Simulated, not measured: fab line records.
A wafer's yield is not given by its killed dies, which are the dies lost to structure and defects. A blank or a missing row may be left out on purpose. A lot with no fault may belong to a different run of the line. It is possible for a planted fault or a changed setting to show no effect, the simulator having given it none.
fab line records ; flow sky130
record lots=11; wafers=33; last_day=50
route steps=708 shown LDD_HVP@285 SD_P@328 SD_N@353 LI_CONTACT@362
lots with no fault: from the same line, run without faults
start_h: hours from the record's first day to the start of the lot's first wafer shown ; wait_h: hours since the lot's step before ; " as in the row above ; L1.1+2: one row covering several wafers at once ; - value missing, or start not given ; * or withheld: withheld ; < > ~ a bound
route shown NAME@n: a module of which the file shows steps, and the number in the route of the first ; usual: the fault-free wafers' mean and standard deviation ; same: alike in all rows ; chamber/n: place in a boat ; sites: the reading at each site ; _std_site: how widely they spread, as a standard deviation ; _edge_site: the outer-site mean with the inner-site mean subtracted ; radius_mm: how far each site lies from the wafer's centre ; mask NAME#n: copy n ; behind: the last tool/chamber to shape the wafer ; hold: why the lot was held/for how many hours/how that ended ; device: the transistor (n, p or np) that didn't switch ; end of line: the route-end tests of the same wafers ; a step given without rows: its recipe and nothing more ; killed: the dies lost at the first sort to structure and to defects; this is not the yield of the wafer ; map: the dies of a wafer, with x for killed, . for not killed, _ for no die there
set.NAME: the setting that was run; set.NAME@STEP: the one run at that earlier step ; model.NAME: the simulator's own value behind a step, which no gauge read
a sample of lots followed through the steps of the route, with each step as a table and each wafer as a row
services: from which hour (start_h, from the record's first day; less than 0 if before it) a tool's chamber was out of use, for how many hours, and why
## steps
# step SKY_LDD_HVP_OVL_MEAS_07
# usual LDD_HVP_OVL=1.8/1.5
lot.wafer;tool;chamber;start_h;wait_h;LDD_HVP_OVL[nm]
L596.2;overlay-01;-;501.02;0.1;0.9
L596.3;overlay-01;-;501.02;0.1;2.0
L596.6;overlay-01;-;501.02;0.1;0.9
L597.1;overlay-02;-;520.94;0.1;2.7
L597.2;overlay-02;-;520.94;0.1;3.7
L597.6;overlay-02;-;520.94;0.1;3.8
L601.1;overlay-01;-;558.14;0.1;2.9
L601.2;overlay-01;-;558.14;0.1;1.3
L601.5;overlay-01;-;558.14;0.1;4.4
L603.2;overlay-01;-;568.90;0.1;3.7
L603.3;overlay-01;-;568.90;0.1;1.8
L603.6;overlay-01;-;568.90;0.1;3.4
L607.1;overlay-02;-;601.36;0.1;2.0
L607.4;overlay-02;-;601.36;0.1;4.0
L607.6;overlay-02;-;601.36;0.1;3.3
L609.2;overlay-02;-;619.07;0.1;-0.8
L609.3;overlay-02;-;619.07;0.1;0.4
L609.6;overlay-02;-;619.07;0.1;0.0
L611.1;overlay-02;-;631.54;0.1;-1.4
L611.2;overlay-02;-;631.54;0.1;-0.1
L611.4;overlay-02;-;631.54;0.1;-0.4
L613.1;overlay-01;-;649.89;0.1;-0.5
L613.2;overlay-01;-;649.89;0.1;1.2
L613.6;overlay-01;-;649.89;0.1;1.2
L616.1;overlay-01;-;667.64;0.1;2.2
L616.2;overlay-01;-;667.64;0.1;1.6
L616.5;overlay-01;-;667.64;0.1;2.6
L617.2;overlay-01;-;691.65;0.1;3.0
L617.5;overlay-01;-;691.65;0.1;3.5
L617.6;overlay-01;-;691.65;0.1;3.6
L618.1;overlay-01;-;694.06;0.1;2.4
L618.2;overlay-01;-;694.06;0.1;1.7
L618.6;overlay-01;-;694.06;0.1;3.4
# step SKY_SD_P_OVL_MEAS_08
# usual SD_P_OVL=0.0/1.3
lot.wafer;tool;chamber;start_h;wait_h;SD_P_OVL[nm]
L596.2;overlay-01;-;591.77;0.1;-0.1
L596.3;overlay-01;-;591.77;0.1;0.0
L596.6;overlay-01;-;591.77;0.1;-0.9
L597.1;overlay-01;-;613.58;0.1;1.0
L597.2;overlay-01;-;613.58;0.1;0.6
L597.6;overlay-01;-;613.58;0.1;-1.7
L601.1;overlay-02;-;648.28;0.1;1.5
L601.2;overlay-02;-;648.28;0.1;-0.8
L601.5;overlay-02;-;648.28;0.1;0.7
L603.2;overlay-02;-;658.29;0.1;-3.4
L603.3;overlay-02;-;658.29;0.1;-2.2
L603.6;overlay-02;-;658.29;0.1;-1.1
L607.1;overlay-02;-;689.73;0.1;2.0
L607.4;overlay-02;-;689.73;0.1;0.0
L607.6;overlay-02;-;689.73;0.1;0.3
L609.2;overlay-02;-;709.29;0.1;-0.8
L609.3;overlay-02;-;709.29;0.1;-0.8
L609.6;overlay-02;-;709.29;0.1;-0.8
L611.1;overlay-02;-;720.41;0.1;1.6
L611.2;overlay-02;-;720.41;0.1;1.9
L611.4;overlay-02;-;720.41;0.1;0.6
L613.1;overlay-01;-;735.71;0.1;0.8
L613.2;overlay-01;-;735.71;0.1;-0.8
L613.6;overlay-01;-;735.71;0.1;-0.2
L616.1;overlay-01;-;753.38;0.1;0.2
L616.2;overlay-01;-;753.38;0.1;0.6
L616.5;overlay-01;-;753.38;0.1;0.5
L617.2;overlay-02;-;778.02;0.1;-1.0
L617.5;overlay-02;-;778.02;0.1;0.8
L617.6;overlay-02;-;778.02;0.1;-0.3
L618.1;overlay-02;-;778.83;0.1;1.2
L618.2;overlay-02;-;778.83;0.1;-0.2
L618.6;overlay-02;-;778.83;0.1;0.7
# step SKY_SD_N_STRIP_11
# recipe chemistry=O2/N2; power_w=1400; pressure_mtorr=1500; platen_temp_c=withheld; o2_flow_sccm=3000; n2_flow_sccm=300; overash_fraction=0.5
# usual drypump_motor_current_A=5.8/0.45; oes_product_au=0.528/0.0042; strip_time_to_endpoint_s=22.54/0.036
lot.wafer;tool;chamber;start_h;wait_h;drypump_motor_current_A;oes_product_au;rf_hours_counter_h;strip_time_to_endpoint_s
L596.2;plasma_asher-03;1;650.77;0.1;5.3;0.532;92;22.60
L596.3;plasma_asher-03;1;650.77;0.1;5.3;0.531;-;22.62
L596.6;plasma_asher-03;0;650.77;0.1;5.2;0.523;-;22.60
L597.1;plasma_asher-03;0;671.52;0.1;5.2;0.524;94;22.50
L597.2;plasma_asher-03;1;671.52;0.1;5.3;0.528;94;22.52
L597.6;plasma_asher-03;1;671.52;0.1;5.3;0.528;-;22.52
L601.1;plasma_asher-02;1;705.33;0.2;5.7;0.523;61;22.55
L601.2;plasma_asher-02;0;705.33;0.2;5.9;0.525;61;22.57
L601.5;plasma_asher-02;1;705.33;0.2;5.7;0.531;-;22.58
L603.2;plasma_asher-02;1;715.00;0.1;5.7;0.528;63;22.51
L603.3;plasma_asher-02;0;715.00;0.1;6.0;0.535;-;22.45
L603.6;plasma_asher-02;0;715.00;0.1;5.9;0.524;-;22.49
L607.1;plasma_asher-01;1;745.32;0.1;6.7;0.528;89;22.54
L607.4;plasma_asher-01;1;745.32;0.1;6.7;0.537;-;22.58
L607.6;plasma_asher-01;0;745.32;0.1;5.8;0.529;-;22.53
L609.2;plasma_asher-03;0;763.72;0.1;5.2;0.527;2;22.54
L609.3;plasma_asher-03;0;763.72;0.1;5.2;0.530;-;22.54
L609.6;plasma_asher-03;0;763.72;0.1;5.3;0.523;-;22.54
L611.1;plasma_asher-03;1;774.85;0.1;5.3;0.520;3;22.60
L611.2;plasma_asher-03;0;774.85;0.1;5.3;0.529;3;22.58
L611.4;plasma_asher-03;0;774.85;0.1;5.2;0.530;-;22.55
L613.1;plasma_asher-02;0;791.12;0.1;6.0;0.521;72;22.50
L613.2;plasma_asher-02;1;791.12;0.1;5.8;0.525;72;22.53
L613.6;plasma_asher-02;1;791.12;0.1;5.7;0.532;-;22.49
L616.1;plasma_asher-03;0;808.17;0.1;5.2;0.531;7;22.60
L616.2;plasma_asher-03;1;808.17;0.1;5.3;0.526;7;22.54
L616.5;plasma_asher-03;1;808.17;0.1;5.3;0.524;-;22.51
L617.2;plasma_asher-02;1;831.65;0.1;5.7;0.525;76;22.50
L617.5;plasma_asher-02;1;831.65;0.1;5.8;0.519;-;22.51
L617.6;plasma_asher-02;0;831.65;0.1;6.0;0.527;-;22.51
L618.1;plasma_asher-02;1;832.55;0.1;5.7;0.524;76;22.54
L618.2;plasma_asher-02;0;832.55;0.1;5.9;0.535;76;22.60
L618.6;plasma_asher-02;0;832.55;0.1;5.9;0.534;-;22.54
# step SKY_LI_CONTACT_HDPCVD_00
# recipe material=PSG; target_thk_nm=930; sigma_open_frac=0.3; time_s=155; temp_c=600; sih4_flow_sccm=60; pressure_mtorr=6
# usual run_length_s=182.9/0.42
lot.wafer;tool;chamber;start_h;wait_h;run_length_s
L596.2;hdpcvd-02;2;651.53;0.0;182.5
L596.3;hdpcvd-02;1;651.53;0.0;182.6
L596.6;hdpcvd-02;0;651.53;0.0;182.6
L597.1;hdpcvd-02;0;672.28;0.0;182.3
L597.2;hdpcvd-02;2;672.28;0.0;183.0
L597.6;hdpcvd-02;1;672.28;0.0;183.5
L601.1;hdpcvd-02;1;706.09;0.0;183.1
L601.2;hdpcvd-02;2;706.09;0.0;183.0
L601.5;hdpcvd-02;2;706.09;0.0;182.5
L603.2;hdpcvd-01;0;715.76;0.0;146.7
L603.3;hdpcvd-01;1;715.76;0.0;146.8
L603.6;hdpcvd-01;2;715.76;0.0;146.9
L607.1;hdpcvd-01;1;746.09;0.0;147.2
L607.4;hdpcvd-01;1;746.09;0.0;146.8
L607.6;hdpcvd-01;0;746.09;0.0;146.6
L609.2;hdpcvd-02;2;764.48;0.0;182.7
L609.3;hdpcvd-02;1;764.48;0.0;182.4
L609.6;hdpcvd-02;0;764.48;0.0;182.2
L611.1;hdpcvd-02;0;775.61;0.0;182.4
L611.2;hdpcvd-02;2;775.61;0.0;182.4
L611.4;hdpcvd-02;2;775.61;0.0;182.5
L613.1;hdpcvd-02;0;791.89;0.0;182.3
L613.2;hdpcvd-02;1;791.89;0.0;183.0
L613.6;hdpcvd-02;1;791.89;0.0;183.2
L616.1;hdpcvd-01;1;808.93;0.0;183.1
L616.2;hdpcvd-01;0;808.93;0.0;182.9
L616.5;hdpcvd-01;0;808.93;0.0;183.0
L617.2;hdpcvd-01;0;832.41;0.0;183.0
L617.5;hdpcvd-01;2;832.41;0.0;182.7
L617.6;hdpcvd-01;0;832.41;0.0;183.4
L618.1;hdpcvd-01;1;833.31;0.0;183.6
L618.2;hdpcvd-01;0;833.31;0.0;183.9
L618.6;hdpcvd-01;0;833.31;0.0;183.4
# step SKY_LI_CONTACT_THK_MEAS_01
# recipe reads=PSG_of_LI_CONTACT_HDPCVD_00
# usual LI_CONTACT_HDPCVD_THK=924/11
lot.wafer;tool;chamber;start_h;wait_h;LI_CONTACT_HDPCVD_THK[nm]
L596.2;film_metro-04;-;651.64;0.1;928
L596.3;film_metro-04;-;651.64;0.1;924
L596.6;film_metro-04;-;651.64;0.1;920
L597.1;film_metro-04;-;672.39;0.1;920
L597.2;film_metro-04;-;672.39;0.1;930
L597.6;film_metro-04;-;672.39;0.1;941
L601.1;film_metro-01;-;706.20;0.1;930
L601.2;film_metro-01;-;706.20;0.1;929
L601.5;film_metro-01;-;706.20;0.1;915
L603.2;film_metro-04;-;715.88;0.1;713
L603.3;film_metro-04;-;715.88;0.1;687
L603.6;film_metro-04;-;715.88;0.1;709
L607.1;film_metro-01;-;746.19;0.1;674
L607.4;film_metro-01;-;746.19;0.1;681
L607.6;film_metro-01;-;746.19;0.1;710
L609.2;film_metro-01;-;764.59;0.1;934
L609.3;film_metro-01;-;764.59;0.1;950
L609.6;film_metro-01;-;764.59;0.1;919
L611.1;film_metro-01;-;775.71;0.1;915
L611.2;film_metro-01;-;775.71;0.1;921
L611.4;film_metro-01;-;775.71;0.1;929
L613.1;film_metro-02;-;791.99;0.1;902
L613.2;film_metro-02;-;791.99;0.1;928
L613.6;film_metro-02;-;791.99;0.1;923
L616.1;film_metro-04;-;809.04;0.1;915
L616.2;film_metro-04;-;809.04;0.1;922
L616.5;film_metro-04;-;809.04;0.1;928
L617.2;film_metro-04;-;832.53;0.1;922
L617.5;film_metro-04;-;832.53;0.1;936
L617.6;film_metro-04;-;832.53;0.1;928
L618.1;film_metro-04;-;833.41;0.1;916
L618.2;film_metro-04;-;833.41;0.1;923
L618.6;film_metro-04;-;833.41;0.1;918
# step SKY_LI_CONTACT_CMP_02
# recipe material=PSG; down_force_psi=4; platen_rpm=60; pad_velocity_m_s=0.94248
# usual head_pressure_psi=3.999/0.0087; motor_current_A=12.1/0.85; time_to_endpoint_s=32/3
lot.wafer;tool;chamber;start_h;wait_h;head_pressure_psi;motor_current_A;time_to_endpoint_s
L596.2;cmp-02;0;651.74;0.1;3.999;11.8;36
L596.3;cmp-02;1;651.74;0.1;4.004;12.3;36
L596.6;cmp-02;0;651.74;0.1;4.017;12.6;33
L597.2;cmp-01;2;672.45;0.0;4.010;10.6;31
L597.1;cmp-01;3;672.45;0.0;4.009;11.9;29
L597.6;cmp-01;2;672.45;0.0;3.987;10.8;33
L601.2;cmp-01;3;706.26;0.0;3.997;12.4;30
L601.1;cmp-01;1;706.26;0.0;4.007;13.0;28
L601.5;cmp-01;3;706.26;0.0;3.992;12.3;25
L603.2;cmp-01;2;716.03;0.1;3.996;11.4;8
L603.3;cmp-01;3;716.03;0.1;4.003;12.5;7
L603.6;cmp-01;0;716.03;0.1;4.001;10.8;10
L607.1;cmp-01;3;746.25;0.1;3.989;11.3;8
L607.4;cmp-01;2;746.25;0.1;3.988;10.8;9
L607.6;cmp-01;3;746.25;0.1;3.995;11.6;10
L609.3;cmp-01;1;764.64;0.0;3.989;14.1;30
L609.2;cmp-01;0;764.64;0.0;3.999;11.5;36
L609.6;cmp-01;1;764.64;0.0;3.994;13.2;29
L611.1;cmp-01;1;775.82;0.1;3.993;12.8;27
L611.2;cmp-01;2;775.82;0.1;4.010;10.9;32
L611.4;cmp-01;3;775.82;0.1;4.007;12.0;33
L613.1;cmp-02;1;792.15;0.1;4.000;11.1;36
L613.2;cmp-02;2;792.15;0.1;3.996;12.4;34
L613.6;cmp-02;0;792.15;0.1;4.009;12.5;34
L616.2;cmp-02;2;809.15;0.1;4.001;13.5;30
L616.1;cmp-02;3;809.15;0.1;4.003;13.1;25
L616.5;cmp-02;2;809.15;0.1;3.996;12.8;35
L617.2;cmp-01;2;832.73;0.2;3.991;11.0;33
L617.5;cmp-01;3;832.73;0.2;4.002;11.8;34
L617.6;cmp-01;0;832.73;0.2;4.009;11.9;34
L618.1;cmp-01;3;833.53;0.1;3.997;12.4;32
L618.2;cmp-01;1;833.53;0.1;3.985;13.1;29
L618.6;cmp-01;2;833.53;0.1;3.999;10.7;32
## services
tool;chamber;start_h;hours;kind
hdpcvd-01;-;650.75;15.0;pm
hdpcvd-01;0;650.75;15.0;vent_cycle
hdpcvd-01;1;650.75;15.0;vent_cycle
hdpcvd-01;2;650.75;15.0;vent_cycle
hdpcvd-01;0;665.75;-;clean
cmp-02;-;672.26;3.3;pm
cmp-01;-;695.12;4.6;pm
hdpcvd-02;2;709.51;12.1;repair
cmp-02;-;711.70;5.4;pm
plasma_asher-03;-;733.75;9.0;pm
cmp-02;-;744.00;4.0;pm
plasma_asher-02;-;747.11;0.4;repair
cmp-02;-;759.49;1.4;repair
cmp-02;-;762.25;0.9;repair
plasma_asher-01;-;763.61;13.4;repair
hdpcvd-01;-;789.61;2.8;pm
hdpcvd-02;2;792.53;17.4;repair
hdpcvd-01;0;793.87;3.9;repair
hdpcvd-01;2;801.98;6.7;repair
hdpcvd-02;-;803.79;0.6;repair
cmp-01;-;804.09;2.0;repair
cmp-02;-;821.43;4.2;repair
cmp-02;-;831.64;2.7;repair
hdpcvd-01;-;833.57;2.5;repair
## key
first_sign step=SKY_LI_CONTACT_HDPCVD_00; reading=run_length_s; direction=down; sigmas=87; usual=*; struck=*
effect step=SKY_LI_CONTACT_THK_MEAS_01; reading=LI_CONTACT_HDPCVD_THK; direction=down; sigmas=21; usual=924; struck=695
effect step=SKY_LI_CONTACT_CMP_02; reading=time_to_endpoint_s; direction=down; sigmas=7.8; usual=*; struck=*
met_at SKY_LI_CONTACT_HDPCVD_00
struck_lots L603,L607
tester_left_out L603,L607
not_acting_at SKY_LDD_HVP_OVL_MEAS_07,SKY_SD_P_OVL_MEAS_08,SKY_SD_N_STRIP_11
fault kind=process_parameter_drift; tool=hdpcvd-01; chamber=-; onset_h=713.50; steps=SKY_LI_CONTACT_HDPCVD_00; channel=time_s; offset=*; shape=step; end_h=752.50; acts_in=*; stated=*
# tester_left_out: of these lots the tester's yield and bins aren't shown, on N5 and GAA mostly nor the transistor test; their killed dies are dies lost to structure and defects alone, not to doping, threshold or leakage, so they don't give the yield
